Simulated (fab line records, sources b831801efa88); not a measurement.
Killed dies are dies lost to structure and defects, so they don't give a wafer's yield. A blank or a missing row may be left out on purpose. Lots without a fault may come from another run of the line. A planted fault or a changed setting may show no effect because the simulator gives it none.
Chamber matching | flow gf180mcu | GF_V2_CMP_26 on cmp-01: 4 sister chambers
The step polishes, stops on SiO2, t overpolish 15 s, target thk 0 nm. 27 wafers are shown with their chamber, then 12 later ones without.

WAFERS WITH THEIR CHAMBER
wafer  | chamber | motor_current_A (A) | time_to_endpoint_s (s) | overpolish_run_s (s)
L074.3 | 2       | 10.7                | 91                     | 15.001
L074.4 | 3       | 9.2                 | 85                     | 15.010
L074.5 | 0       | 9.2                 | 81                     | 15.004
L076.2 | 3       | 8.9                 | 85                     | 14.984
L076.3 | 0       | 9.0                 | 84                     | 14.993
L076.4 | 2       | 11.3                | 90                     | 15.001
L077.2 | 2       | 11.8                | 87                     | 15.022
L077.3 | 0       | 9.2                 | 75                     | 14.989
L077.5 | 1       | 12.5                | 79                     | 14.995
L078.1 | 3       | 9.3                 | 79                     | 14.990
L078.2 | 1       | 11.5                | 81                     | 15.007
L078.6 | 3       | 9.2                 | 82                     | 14.993
L079.3 | 2       | 11.6                | 89                     | 15.008
L079.5 | 0       | 9.0                 | 78                     | 15.014
L079.6 | 1       | 11.7                | 79                     | 15.006
L082.2 | 3       | 9.0                 | 83                     | 15.016
L082.3 | 2       | 11.0                | 91                     | 15.005
L082.6 | 2       | 11.4                | 94                     | 14.994
L083.1 | 1       | 11.6                | 81                     | 14.975
L083.5 | 2       | 11.8                | 89                     | 15.003
L083.6 | 3       | 9.2                 | 80                     | 14.982
L084.2 | 3       | 9.1                 | 82                     | 15.010
L084.4 | 0       | 9.2                 | 76                     | 14.994
L084.6 | 0       | 9.3                 | 82                     | 14.996
L088.1 | 3       | 9.1                 | 81                     | 14.993
L088.3 | 2       | 11.7                | 86                     | 14.997
L088.6 | 3       | 9.4                 | 81                     | 14.980

SIGNATURES (means of the wafers above)
reading            | chamber 0 | chamber 1 | chamber 2 | chamber 3 | scatter within a chamber
motor_current_A    | 9.150     | 11.825    | 11.412    | 9.156     | 0.294
time_to_endpoint_s | 79.33     | 80.00     | 89.62     | 82.00     | 2.51
overpolish_run_s   | 14.99833  | 14.99575  | 15.00388  | 14.99533  | 0.0115
Rule: a wafer's distance from a chamber is the root of the sum, over the readings, of the square of ((its reading less the chamber's mean) divided by the reading's scatter). The wafer belongs to the nearest chamber; if the next one is less than 2 further off, it can't be placed. The scatter: the root of (the sum of the squares of (reading less its chamber's mean) over the shown wafers, divided by (wafers less chambers)).

WAFERS WITHOUT THEIR CHAMBER
wafer  | motor_current_A (A) | time_to_endpoint_s (s) | overpolish_run_s (s)
L089.3 | 12.1                | 82                     | 14.999
L089.4 | 9.6                 | 79                     | 14.999
L089.6 | 8.8                 | 81                     | 15.004
L090.1 | 11.9                | 82                     | 15.015
L090.2 | 11.4                | 94                     | 15.005
L090.3 | 9.2                 | 84                     | 15.001
L092.3 | 11.6                | 80                     | 14.984
L092.4 | 9.4                 | 78                     | 14.994
L092.6 | 8.5                 | 81                     | 14.997
L097.3 | 11.6                | 82                     | 14.996
L097.4 | 11.9                | 91                     | 14.995
L097.5 | 11.6                | 90                     | 15.009

WHICH CHAMBER EACH WENT THROUGH
wafer  | from the rows above     | in truth
L089.3 | 1                       | 1
L089.4 | can't be placed: 0 or 3 | 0
L089.6 | can't be placed: 0 or 3 | 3
L090.1 | can't be placed: 1 or 2 | 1
L090.2 | 2                       | 2
L090.3 | can't be placed: 3 or 0 | 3
L092.3 | 1                       | 1
L092.4 | can't be placed: 0 or 3 | 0
L092.6 | can't be placed: 3 or 0 | 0
L097.3 | 1                       | 1
L097.4 | 2                       | 2
L097.5 | 2                       | 2
Placed correctly: 6 of 12. Can't be placed from these rows: 6 (the true chamber is among the candidates in 6). Placed wrongly: 0.
